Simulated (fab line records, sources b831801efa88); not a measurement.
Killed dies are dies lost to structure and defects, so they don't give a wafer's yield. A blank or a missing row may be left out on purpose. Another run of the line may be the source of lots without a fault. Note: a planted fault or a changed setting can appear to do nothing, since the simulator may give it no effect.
Comparing a struck lot with a sound one || flow sky130 || 37 steps out of a route of 708
Sound: these wafers, L597.1, L597.2, L597.6. The struck wafers were L611.1, L611.4, L611.5. The cause comes at the end.
Order at every step that has rows: each side's tool, ch and its chambers, its first start. Under that, the readings that differ: sound wafers || struck wafers || difference of the means || sigmas: that difference in standard deviations of wafers without a fault.
alike: a reading whose means differ by less than 2 such deviations, as well as words and numbers matching on both sides. not compared: withheld readings; readings where some wafer has no value; bounds like >300 that might hide an equal value; numbers whose values overlap and for which the record gives no deviation.
The two part at a step that has a row with sigmas, a row that says differs or no value, or rows on one side only. When numbers do not overlap yet have no deviation, they are printed without sigmas and do not part them. A reading missing from all wafers of one side parts the sides only when that side holds two or more wafers.

first, 10 steps without rows for these wafers: SKY_LDD_LDN_SOFTBAKE_03 (time 60 s); SKY_LDD_LDN_EXPOSE_04 (exposes mask LDNTM, target cd 700 nm); SKY_LDD_LDN_PEB_05; SKY_LDD_LDN_DEVELOP_06 (develop time 60 s); SKY_LDD_LDN_IMPLANT_08; SKY_LDD_LDN_IMPLANT_09; SKY_LDD_LDN_IMPLANT_10; SKY_LDD_LDN_IMPLANT_11; SKY_LDD_LDN_STRIP_12 (strips in O2/N2); SKY_LDD_LDN_CLEAN_14 (cleans in SC1/SC2, time 150 s).
SKY_SPACER_CVD_00: deposits Si3N4 from DCS/NH3, target thk 43.1 nm, time 740 s.
  sound on lpcvd-02 ch 0, day 25 18:24; struck on lpcvd-02 ch 0, day 30 05:17
{"reading": "model.Si3N4_of_SPACER_CVD_00.thk nm (nm)", "sound": "43.41 43.63 43.87", "struck": "48.87 48.78 48.92", "difference": "+5.22", "sigmas": ""}
  alike: spike tc lower C, spike tc top C, zone power upper pct
SKY_SPACER_THK_MEAS_01:
  sound: film metro-01 at day 25 19:37; struck: film metro-01 at day 30 06:45
{"reading": "SPACER_CVD_00_THK (nm)", "sound": "43.4 43.7 43.9", "struck": "48.8 48.8 48.9", "difference": "+5.2", "sigmas": "+13"}
  not compared: hold
SKY_SPACER_ETCHBACK_02: etches Si3N4 in CH3F/O2, stops on SiO2, time 46.7 s, target depth 45 nm.
  sound on rie diel-03 ch 0,3, day 25 19:40; struck on rie diel-03 ch 1,2,3, day 30 09:54
{"reading": "hold", "sound": "- - -", "struck": "await dispo/3.1h/release await dispo/3.1h/release await dispo/3.1h/release", "difference": "no value on the sound wafers", "sigmas": ""}
{"reading": "oes product au (a.u.)", "sound": "0.862 0.850 0.858", "struck": "0.910 0.921 0.923", "difference": "+0.061", "sigmas": "+10"}
{"reading": "model.etch.depth nm (nm)", "sound": "43.41 43.63 43.87", "struck": "48.87 48.78 48.92", "difference": "+5.22", "sigmas": ""}
  alike: drypump motor current A, throttle valve pct
  not compared: rf hours counter h
then, 22 steps without rows for these wafers: SKY_POLY_CUT_DEHYDRATE_00 (time 60 s); SKY_POLY_CUT_HMDS_01 (prime time 60 s); SKY_POLY_CUT_COAT_02 (resist thk 60 nm); SKY_POLY_CUT_COAT_03 (resist thk 450 nm); SKY_POLY_CUT_SOFTBAKE_04 (time 90 s); SKY_POLY_CUT_EXPOSE_05 (exposes mask NPCM, target cd 270 nm); SKY_POLY_CUT_PEB_06; SKY_POLY_CUT_DEVELOP_07 (develop time 60 s); SKY_POLY_CUT_ETCH_10 (etches BARC in N2/H2, stops on SiO2, time 45.9 s, target depth 60 nm); SKY_POLY_CUT_ETCH_11 (etches Si3N4 in CF4/CH2F2/Ar, stops on poly-Si, time 42.5 s, target depth 60 nm); SKY_POLY_CUT_STRIP_12 (strips in O2/N2); SKY_SD_P_DEHYDRATE_00 (time 60 s); SKY_SD_P_HMDS_01 (prime time 60 s); SKY_SD_P_COAT_02 (resist thk 1140 nm); SKY_SD_P_SOFTBAKE_03 (time 60 s); SKY_SD_P_EXPOSE_04 (exposes mask PSDM, target cd 380 nm); SKY_SD_P_PEB_05; SKY_SD_P_DEVELOP_06 (develop time 60 s); SKY_SD_P_IMPLANT_09; SKY_SD_P_STRIP_10 (strips in O2/N2); SKY_RES_XHIGH_DEHYDRATE_00 (time 60 s); SKY_RES_XHIGH_HMDS_01 (prime time 60 s).
-- the record jumps here: 4 days lie between the struck wafers' starts before and after (it left off in module RES_XHIGH and takes up again in module SALICIDE, whose first step shown is number 361 of the route) --
SKY_SALICIDE_CLEAN_00: cleans in HF-last, time 30 s.
  sound on wet bench-03 ch 0, day 30 14:55; struck on wet bench-03 ch 2, day 34 19:23
{"reading": "model.Si3N4_of_SPACER_CVD_00.thk nm (nm)", "sound": "42.44 42.66 42.9", "struck": "47.89 47.8 47.95", "difference": "+5.21", "sigmas": ""}
-- the record jumps here: 16 days lie between the struck wafers' starts before and after (it left off in module SALICIDE and takes up again in module PAD_OPEN, whose first step shown is number 708 of the route) --
SKY_PAD_OPEN_PROBE_99:
  sound: prober-02 at day 47 19:22; struck: prober-02 at day 50 16:50
{"reading": "model.etest.pfet_01v8.r on ohm um", "sound": "2924 2817 2848", "struck": "3092 3030 3094", "difference": "+209", "sigmas": ""}
{"reading": "model.etest.pfet_01v8.drive ua um", "sound": "191.7 199.5 195.1", "struck": "181.3 183.7 180.8", "difference": -13.5, "sigmas": ""}
{"reading": "model.etest.pfet_01v8_hvt.drive ua um", "sound": "143.3 147.9 146.1", "struck": "134.7 136.2 133.6", "difference": -10.9, "sigmas": ""}
{"reading": "model.etest.sram pfet latch.drive ua um", "sound": "141.1 143.6 142.9", "struck": "134.1 138.2 136.4", "difference": -6.3, "sigmas": ""}
  alike: killed_at_M0_to_M3, killed_at_M4_up, killed at contacts, killed at front end, killed at other, killed dies, killed open, killed short
  not compared: model.etest.sonos uncharged.r on ohm um

## WHERE THEY PART
Earliest at SKY_SPACER_THK_MEAS_01; latest, in this record, at SKY_SPACER_ETCHBACK_02. Later steps at which nothing parts them and some readings are alike: SKY_PAD_OPEN_PROBE_99.

WHY: the cause the simulator had injected
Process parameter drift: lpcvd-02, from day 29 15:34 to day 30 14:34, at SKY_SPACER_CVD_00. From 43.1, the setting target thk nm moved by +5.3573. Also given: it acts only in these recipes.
